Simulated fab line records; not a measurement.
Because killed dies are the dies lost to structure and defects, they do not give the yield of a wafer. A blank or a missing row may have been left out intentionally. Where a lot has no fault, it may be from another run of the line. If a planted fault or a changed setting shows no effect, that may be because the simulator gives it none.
fab line records ; flow gf180mcu ; part 2 of 2: steps 32 to 44 of 44
[record] lots = 5; wafers = 15; last-day = 33
route steps=602 shown STI@10 DNWELL@32 NWELL@42
lots untouched by any fault: they come from a run of this same line in which no faults occurred
start-h: hours from the record's opening day to when the first of the lot's shown wafers began ; wait-h: hours elapsed since this lot's preceding step ; " unchanged from the row above ; L1.1+2: a row that stands for several wafers ; - no value, or no start given ; * or withheld: withheld ; < > ~ a bound
route shown NAME@n: a module of which the file shows steps, and the number in the route of the first ; usual: the fault-free wafers' mean and standard deviation ; same: alike in all rows ; chamber/n: place in a boat ; sites: each site's reading ; _std_site: standard deviation of those values ; _edge_site: the outer-site mean with the inner-site mean subtracted ; radius-mm: for every site, how far away it sits from the centre of the wafer ; mask NAME#n: copy n ; behind: the most recent tool/chamber to have shaped the wafer ; hold: reason for holding the lot/hours on hold/outcome of the hold ; device: the transistor (n, p or np) that didn't switch ; end of line: tests of these same wafers at the route's end ; where a step has no rows: the recipe by itself ; killed: the dies lost at the first sort to structure and to defects; this is not the yield of the wafer ; map: a wafer's dies, marking killed ones x, the rest . and places with no die _
set.NAME: setting as actually run; set.NAME@STEP: the setting as run at that earlier step ; model.NAME: the simulator's own value behind a step, which no gauge read
a table for each step, a row for each wafer; lots at some steps of the route
services: when a tool's chamber went out of use (start-h, in hours from the record's first day, below 0 if earlier), for how many hours, and the reason
[[steps]]
[step GF_DNWELL_TW_MEAS_09]
[usual] DNWELL_TW = 1339/10
lot.wafer;tool;chamber;start-h;wait-h;DNWELL_TW
L075.1;film-metro-01;-;47.85;0.1;1355
L075.4;film-metro-01;-;47.85;0.1;1360
L075.5;film-metro-01;-;47.85;0.1;1353
L077.3;film-metro-04;-;57.57;0.1;1338
L077.4;film-metro-04;-;57.57;0.1;1330
L077.5;film-metro-04;-;57.57;0.1;1335
L084.1;film-metro-02;-;98.00;0.1;1345
L084.2;film-metro-02;-;98.00;0.1;1341
L084.5;film-metro-02;-;98.00;0.1;1343
L091.1;film-metro-02;-;133.55;0.1;1327
L091.4;film-metro-02;-;133.55;0.1;1335
L091.5;film-metro-02;-;133.55;0.1;1331
L093.1;film-metro-02;-;141.84;0.1;1324
L093.4;film-metro-02;-;141.84;0.1;1325
L093.6;film-metro-02;-;141.84;0.1;1334
[step GF_NWELL_DEHYDRATE_00]
[recipe] temp-c = 200; time-s = 60
lot.wafer;tool;chamber;start-h;wait-h
L075.1+4+5;litho-track-03;0;53.75;5.9
L077.3+4+5;litho-track-04;0;63.25;5.7
L084.1+2+5;litho-track-01;0;104.51;6.5
L091.1+4+5;litho-track-01;0;140.91;7.4
L093.1+4+6;litho-track-04;0;148.90;7.1
[step GF_NWELL_HMDS_01]
[recipe] prime-time-s = 60; prime-temp-c = 120
lot.wafer;tool;chamber;start-h;wait-h
L075.1+4+5;litho-track-03;0;53.90;0.1
L077.3+4+5;litho-track-04;0;63.40;0.1
L084.1+2+5;litho-track-01;0;104.66;0.1
L091.1+4+5;litho-track-01;0;141.06;0.1
L093.1+4+6;litho-track-04;0;149.05;0.1
[step GF_NWELL_COAT_02]
[recipe] spin-rpm = 2000; resist-thk-nm = 3000
lot.wafer;tool;chamber;start-h;wait-h
L075.1+4+5;litho-track-03;0;54.05;0.1
L077.3+4+5;litho-track-04;0;63.55;0.1
L084.1+2+5;litho-track-01;0;104.81;0.1
L091.1+4+5;litho-track-01;0;141.21;0.1
L093.1+4+6;litho-track-04;0;149.20;0.1
[step GF_NWELL_SOFTBAKE_03]
[recipe] temp-c = 110; time-s = withheld
lot.wafer;tool;chamber;start-h;wait-h
L075.1+4+5;litho-track-03;0;54.20;0.1
L077.3+4+5;litho-track-04;0;63.72;0.1
L084.1+2+5;litho-track-01;0;104.96;0.1
L091.1+4+5;litho-track-01;0;141.36;0.1
L093.1+4+6;litho-track-04;0;149.35;0.1
[step GF_NWELL_EXPOSE_04]
[recipe] mask-id = Nwell; target-cd-nm = 860; na = 0.6; source-shape = conventional; sigma-outer = 0.6; dose-mj = 260
lot.wafer;tool;chamber;start-h;wait-h;mask
L075.1+4+5;iline-stepper-01;0;-;-;Nwell#0
L077.3+4+5;iline-stepper-02;0;-;-;Nwell#0
L084.1+2+5;iline-stepper-02;0;-;-;Nwell#0
L091.1+4+5;iline-stepper-02;0;-;-;Nwell#0
L093.1+4+6;iline-stepper-02;0;-;-;Nwell#0
[step GF_NWELL_PEB_05]
[recipe] temp-c = 115; time-s = withheld
lot.wafer;tool;chamber;start-h;wait-h
L075.1+4+5;litho-track-01;0;-;-
L077.3+4+5;litho-track-04;0;-;-
L084.1+2+5;litho-track-03;0;-;-
L091.1+4+5;litho-track-04;0;-;-
L093.1+4+6;litho-track-03;0;-;-
[step GF_NWELL_DEVELOP_06]
[recipe] wall-angle-deg = 90; develop-time-s = 60; dev-temp-c = 23
lot.wafer;tool;chamber;start-h;wait-h
L075.1+4+5;litho-track-01;0;-;-
L077.3+4+5;litho-track-04;0;-;-
L084.1+2+5;litho-track-03;0;-;-
L091.1+4+5;litho-track-04;0;-;-
L093.1+4+6;litho-track-03;0;-;-
[step GF_NWELL_OVL_MEAS_07]
[usual] NWELL_OVL = 1.7/1.2
lot.wafer;tool;chamber;start-h;wait-h;NWELL_OVL[nm]
L075.1;overlay-02;-;61.06;-;3.0
L075.4;overlay-02;-;61.06;-;1.1
L075.5;overlay-02;-;61.06;-;3.4
L077.3;overlay-01;-;70.97;-;2.8
L077.4;overlay-01;-;70.97;-;3.8
L077.5;overlay-01;-;70.97;-;2.1
L084.1;overlay-01;-;112.00;-;1.1
L084.2;overlay-01;-;112.00;-;0.2
L084.5;overlay-01;-;112.00;-;-1.0
L091.1;overlay-01;-;148.90;-;-1.1
L091.4;overlay-01;-;148.90;-;1.3
L091.5;overlay-01;-;148.90;-;1.0
L093.1;overlay-02;-;157.34;-;1.5
L093.4;overlay-02;-;157.34;-;0.2
L093.6;overlay-02;-;157.34;-;0.7
[step GF_NWELL_IMPLANT_08]
[recipe] species = P; energy-kev = 450; dose-cm2 = 1.5e+13; tilt-deg = 0
[usual] dose-ions-cm2 = 1.4999e+13/1.5e+10
lot.wafer;tool;chamber;start-h;wait-h;dose-ions-cm2
L075.1;implanter-02;0;61.09;0.0;1.4989e+13
L075.4;implanter-02;0;61.09;0.0;1.5017e+13
L075.5;implanter-02;0;61.09;0.0;1.5038e+13
L077.3;implanter-02;0;71.04;0.1;1.5013e+13
L077.4;implanter-02;0;71.04;0.1;1.4995e+13
L077.5;implanter-02;0;71.04;0.1;1.5022e+13
L084.1;implanter-02;0;112.03;0.0;1.4999e+13
L084.2;implanter-02;0;112.03;0.0;1.4972e+13
L084.5;implanter-02;0;112.03;0.0;1.4996e+13
L091.1;implanter-01;0;148.94;0.0;1.4994e+13
L091.4;implanter-01;0;148.94;0.0;1.5025e+13
L091.5;implanter-01;0;148.94;0.0;1.4988e+13
L093.1;implanter-01;0;157.38;0.0;1.5012e+13
L093.4;implanter-01;0;157.38;0.0;1.4985e+13
L093.6;implanter-01;0;157.38;0.0;1.4998e+13
[step GF_NWELL_IMPLANT_09]
[recipe] species = P; energy-kev = 160; dose-cm2 = 4e+12; tilt-deg = 0
[usual] dose-ions-cm2 = 4e+12/3.9e+09
lot.wafer;tool;chamber;start-h;wait-h;dose-ions-cm2
L075.1;implanter-02;0;61.24;0.1;3.992e+12
L075.4;implanter-02;0;61.24;0.1;3.999e+12
L075.5;implanter-02;0;61.24;0.1;3.995e+12
L077.3;implanter-02;0;71.19;0.1;3.995e+12
L077.4;implanter-02;0;71.19;0.1;3.999e+12
L077.5;implanter-02;0;71.19;0.1;4e+12
L084.1;implanter-02;0;112.18;0.1;4.003e+12
L084.2;implanter-02;0;112.18;0.1;4.005e+12
L084.5;implanter-02;0;112.18;0.1;3.998e+12
L091.1;implanter-01;0;149.09;0.1;4.002e+12
L091.4;implanter-01;0;149.09;0.1;3.999e+12
L091.5;implanter-01;0;149.09;0.1;4e+12
L093.1;implanter-01;0;157.53;0.1;4e+12
L093.4;implanter-01;0;157.53;0.1;3.996e+12
L093.6;implanter-01;0;157.53;0.1;4.002e+12
[step GF_NWELL_STRIP_10]
[recipe] chemistry = O2/N2; power-w = 1400; pressure-mtorr = 1500; platen-temp-c = 250; o2-flow-sccm = 3000; n2-flow-sccm = 300; overash-fraction = 0.5
[usual] drypump-motor-current-A = 5.8/0.47; heater-power-w = 376/24; oes-product-au = 0.722/0.0047; strip-time-to-endpoint-s = 36.99/0.11
[same] overash-fraction = 0.5
lot.wafer;tool;chamber;start-h;wait-h;drypump-motor-current-A;heater-power-w;oes-product-au;rf-hours-counter-h;strip-time-to-endpoint-s
L075.1;plasma-asher-04;1;61.39;0.1;5.6;422;0.724;25;36.90
L075.4;plasma-asher-04;0;61.39;0.1;5.7;396;0.724;-;36.84
L075.5;plasma-asher-04;0;61.39;0.1;5.6;399;0.716;-;36.94
L077.3;plasma-asher-02;0;71.32;0.1;6.8;355;0.727;-;36.99
L077.4;plasma-asher-02;1;71.32;0.1;5.7;332;0.719;-;36.99
L077.5;plasma-asher-02;1;71.32;0.1;5.7;338;0.725;-;37.03
L084.1;plasma-asher-03;0;112.33;0.1;6.2;374;0.722;48;36.97
L084.2;plasma-asher-03;1;112.33;0.1;5.3;370;0.725;48;37.02
L084.5;plasma-asher-03;1;112.33;0.1;5.4;369;0.726;-;37.13
L091.1;plasma-asher-03;0;149.24;0.1;6.3;382;0.716;52;37.01
L091.4;plasma-asher-03;1;149.24;0.1;5.3;367;0.728;-;36.98
L091.5;plasma-asher-03;0;149.24;0.1;6.2;378;0.724;-;36.92
L093.1;plasma-asher-02;0;157.68;0.1;6.8;344;0.728;4;37.10
L093.4;plasma-asher-02;1;157.68;0.1;5.6;341;0.728;-;37.11
L093.6;plasma-asher-02;0;157.68;0.1;6.9;340;0.723;-;36.93
[step GF_NWELL_TW_MEAS_11]
[usual] NWELL_TW = 1566/9.5
lot.wafer;tool;chamber;start-h;wait-h;NWELL_TW
L075.1;film-metro-03;-;61.49;0.1;1563
L075.4;film-metro-03;-;61.49;0.1;1560
L075.5;film-metro-03;-;61.49;0.1;1553
L077.3;film-metro-04;-;71.41;0.1;1561
L077.4;film-metro-04;-;71.41;0.1;1555
L077.5;film-metro-04;-;71.41;0.1;1556
L084.1;film-metro-04;-;112.43;0.1;1555
L084.2;film-metro-04;-;112.43;0.1;1552
L084.5;film-metro-04;-;112.43;0.1;1556
L091.1;film-metro-01;-;149.34;0.1;1570
L091.4;film-metro-01;-;149.34;0.1;1571
L091.5;film-metro-01;-;149.34;0.1;1569
L093.1;film-metro-01;-;157.78;0.1;1579
L093.4;film-metro-01;-;157.78;0.1;1573
L093.6;film-metro-01;-;157.78;0.1;1582
[[services]]
tool;chamber;start-h;hours;kind
iline-stepper-02;-;2.20;1.7;pm
implanter-01;-;9.75;0.8;repair
rie-si-01;2;22.85;6.5;repair
implanter-02;-;23.91;5.0;pm
krf-scanner-02;-;27.52;1.3;pm
hdpcvd-01;1;39.84;7.0;repair
implanter-01;-;45.63;5.7;pm
furnace-02;-;50.01;4.0;pm
wet-bench-01;-;51.39;5.8;repair
cmp-02;-;56.70;0.8;repair
krf-scanner-02;-;60.89;0.8;pm
krf-scanner-02;-;68.46;1.0;pm
furnace-01;-;74.12;3.2;pm
plasma-asher-02;-;75.35;14.2;repair
implanter-01;-;80.15;6.1;repair
krf-scanner-02;-;84.60;0.5;repair
cmp-02;-;97.69;4.8;pm
furnace-02;-;108.36;3.8;pm
cmp-02;-;108.67;1.9;repair
plasma-asher-02;-;108.75;9.0;pm
cmp-02;-;114.18;1.3;repair
implanter-01;-;122.65;2.1;repair
implanter-02;-;125.18;1.2;repair
implanter-02;-;148.69;1.2;repair
